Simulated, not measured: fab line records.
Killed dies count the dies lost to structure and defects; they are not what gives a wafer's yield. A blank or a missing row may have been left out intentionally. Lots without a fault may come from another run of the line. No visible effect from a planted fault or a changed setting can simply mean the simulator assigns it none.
The tool behind it: which one? :: flow gf180mcu :: Sampling: 12 lots, 36 wafers, 2 of 602 route steps

== WHAT THE GAUGES SHOWED, per wafer ==
GF_POLY_GATE_THK_MEAS_01.
lot: L340
measured: day 9 04:44
on: film-metro-02
POLY_GATE_CVD_00_THK (nm): 204.3 205.1 204.2

lot: L341
measured: day 9 08:41
on: film-metro-01
POLY_GATE_CVD_00_THK (nm): 201.6 203.4 202.6

lot: L342
measured: day 9 14:59
on: film-metro-02
POLY_GATE_CVD_00_THK (nm): 200.1 202.6 201.8

lot: L343
measured: day 9 22:55
on: film-metro-02
POLY_GATE_CVD_00_THK (nm): 197.5 199.5 197.5

lot: L345
measured: day 10 16:32
on: film-metro-02
POLY_GATE_CVD_00_THK (nm): 201.3 200.4 199.8

lot: L347
measured: day 11 03:34
on: film-metro-01
POLY_GATE_CVD_00_THK (nm): 179.5 180.7 180.4

lot: L348
measured: day 11 14:31
on: film-metro-04
POLY_GATE_CVD_00_THK (nm): 175.9 178.8 177.6

lot: L349
measured: day 11 18:35
on: film-metro-01
POLY_GATE_CVD_00_THK (nm): 178.6 180.6 178.7

lot: L358
measured: day 14 08:05
on: film-metro-01
POLY_GATE_CVD_00_THK (nm): 198.8 199.1 199.2

lot: L359
measured: day 14 13:52
on: film-metro-04
POLY_GATE_CVD_00_THK (nm): 202.9 202.7 200.9

lot: L360
measured: day 15 00:22
on: film-metro-01
POLY_GATE_CVD_00_THK (nm): 203.1 205.5 203.3

lot: L361
measured: day 15 02:49
on: film-metro-04
POLY_GATE_CVD_00_THK (nm): 202.8 200.6 200.8

== TOOL THAT RAN EACH LOT (tool first, then ch and the chambers of the sampled wafers, then the start) ==
lot: L340
GF_POLY_GATE_CVD_00: lpcvd-02 ch 0, day 9 03:23

lot: L341
GF_POLY_GATE_CVD_00: lpcvd-01 ch 0, day 9 07:20

lot: L342
GF_POLY_GATE_CVD_00: lpcvd-01 ch 0, day 9 13:38

lot: L343
GF_POLY_GATE_CVD_00: lpcvd-02 ch 0, day 9 21:34

lot: L345
GF_POLY_GATE_CVD_00: lpcvd-02 ch 1, day 10 15:11

lot: L347
GF_POLY_GATE_CVD_00: lpcvd-02 ch 1, day 11 02:14

lot: L348
GF_POLY_GATE_CVD_00: lpcvd-02 ch 1, day 11 13:11

lot: L349
GF_POLY_GATE_CVD_00: lpcvd-02 ch 0, day 11 17:16

lot: L358
GF_POLY_GATE_CVD_00: lpcvd-02 ch 1, day 14 06:44

lot: L359
GF_POLY_GATE_CVD_00: lpcvd-01 ch 0, day 14 12:31

lot: L360
GF_POLY_GATE_CVD_00: lpcvd-01 ch 0, day 14 23:01

lot: L361
GF_POLY_GATE_CVD_00: lpcvd-02 ch 1, day 15 01:29
- GF_POLY_GATE_CVD_00: deposits poly-Si, target thk 200 nm, time 1200 s.

== WHAT THE TOOLS THEMSELVES READ (means of the sampled wafers that have a number; where no wafer has one, the mark that the record gives instead) ==
GF_POLY_GATE_CVD_00.
lot: L340
tool: lpcvd-02
pressure-mtorr (mTorr): 200.2

lot: L341
tool: lpcvd-01
pressure-mtorr (mTorr): 200.0

lot: L342
tool: lpcvd-01
pressure-mtorr (mTorr): 200.0

lot: L343
tool: lpcvd-02
pressure-mtorr (mTorr): 200.1

lot: L345
tool: lpcvd-02
pressure-mtorr (mTorr): 199.8

lot: L347
tool: lpcvd-02
pressure-mtorr (mTorr): 159.6

lot: L348
tool: lpcvd-02
pressure-mtorr (mTorr): 160.6

lot: L349
tool: lpcvd-02
pressure-mtorr (mTorr): 160.3

lot: L358
tool: lpcvd-02
pressure-mtorr (mTorr): 199.7

lot: L359
tool: lpcvd-01
pressure-mtorr (mTorr): 200.0

lot: L360
tool: lpcvd-01
pressure-mtorr (mTorr): 199.7

lot: L361
tool: lpcvd-02
pressure-mtorr (mTorr): 200.0

== THE ANSWER, worked out from the rows above alone ==
Rule: the usual values come from the lots themselves. The widest of any qualifying gaps counts: lots, ordered by their means at a reading, are off when they make up no more than a third of the lots, leave a main group of 4 or more, and stand apart from it by 3 or more times the standard deviation of that group's means. A main group whose means are all the same, to the digits that the tables above print for the reading, isn't used. A lot without any number at a reading at which 4 lots or more have one is off too. The other lots that the step has rows for count as sound. Order of review: gauges by route order, followed by the tools' own readings, for which a lot's mean as printed above is used. At the first step where some lot is off, the reading lying furthest off is the one used; lots without a number count as furthest.
Off: at GF_POLY_GATE_THK_MEAS_01 (POLY_GATE_CVD_00_THK), L347, L348, L349. Mean 201.5 nm and standard deviation 2 in the main group.
A tool fits if, at a process step before that reading, it ran every lot that is off, and no sound lot after the first of them. Not tried: the gauges at GF_POLY_GATE_THK_MEAS_01; whatever is off there is also off at GF_POLY_GATE_CVD_00, on other tools, and gauge error can't account for it. No candidate that was tried fits.

== WHAT THE SIMULATOR HAD INSERTED ==
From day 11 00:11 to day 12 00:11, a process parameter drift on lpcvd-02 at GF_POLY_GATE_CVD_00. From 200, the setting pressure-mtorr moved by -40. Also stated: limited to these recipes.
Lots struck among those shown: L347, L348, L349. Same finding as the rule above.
